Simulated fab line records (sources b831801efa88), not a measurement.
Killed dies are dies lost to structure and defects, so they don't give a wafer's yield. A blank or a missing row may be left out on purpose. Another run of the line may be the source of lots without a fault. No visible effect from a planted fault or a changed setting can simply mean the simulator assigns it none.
Which tool did it? -- flow gf180mcu -- route of 602 steps, sampled at 1 step: 7 lots, 20 wafers

WHAT EACH GAUGE READ, for each wafer
GF_V5_THK_MEAS_01.
lot,measured,on,V5_CVD_00_THK (nm)
L254,day 26 20:26,filmMetro-01,300 303 301
L259,day 28 10:14,filmMetro-02,299 297 299
L260,day 29 00:11,filmMetro-04,297 303 306
L263,day 29 14:42,filmMetro-04,298 292 303
L266,day 30 11:47,filmMetro-01,299 301 292
L270,day 31 08:08,filmMetro-04,290 298
L276,day 32 21:00,filmMetro-04,303 304 304

TOOL THAT RAN EACH LOT (tool first, then ch and the chambers of the sampled wafers, then the start)
The record holds no process step before these readings.

THE ANSWER, worked out from the rows above alone
Rule: the lots themselves supply what counts as usual. The widest of any qualifying gaps counts: lots, ordered by their means at a reading, are off when they make up no more than a third of the lots, leave a main group of 4 or more, and stand apart from it by 3 or more times the standard deviation of that group's means. Not used: any main group whose means are identical at the precision the tables above print for the reading. A lot without any number at a reading at which 4 lots or more have one is off too. All remaining lots with rows at the step are treated as sound.
No lot is off on any of the readings shown, so nothing can be concluded from this.

WHAT WAS PUT IN BY THE SIMULATOR
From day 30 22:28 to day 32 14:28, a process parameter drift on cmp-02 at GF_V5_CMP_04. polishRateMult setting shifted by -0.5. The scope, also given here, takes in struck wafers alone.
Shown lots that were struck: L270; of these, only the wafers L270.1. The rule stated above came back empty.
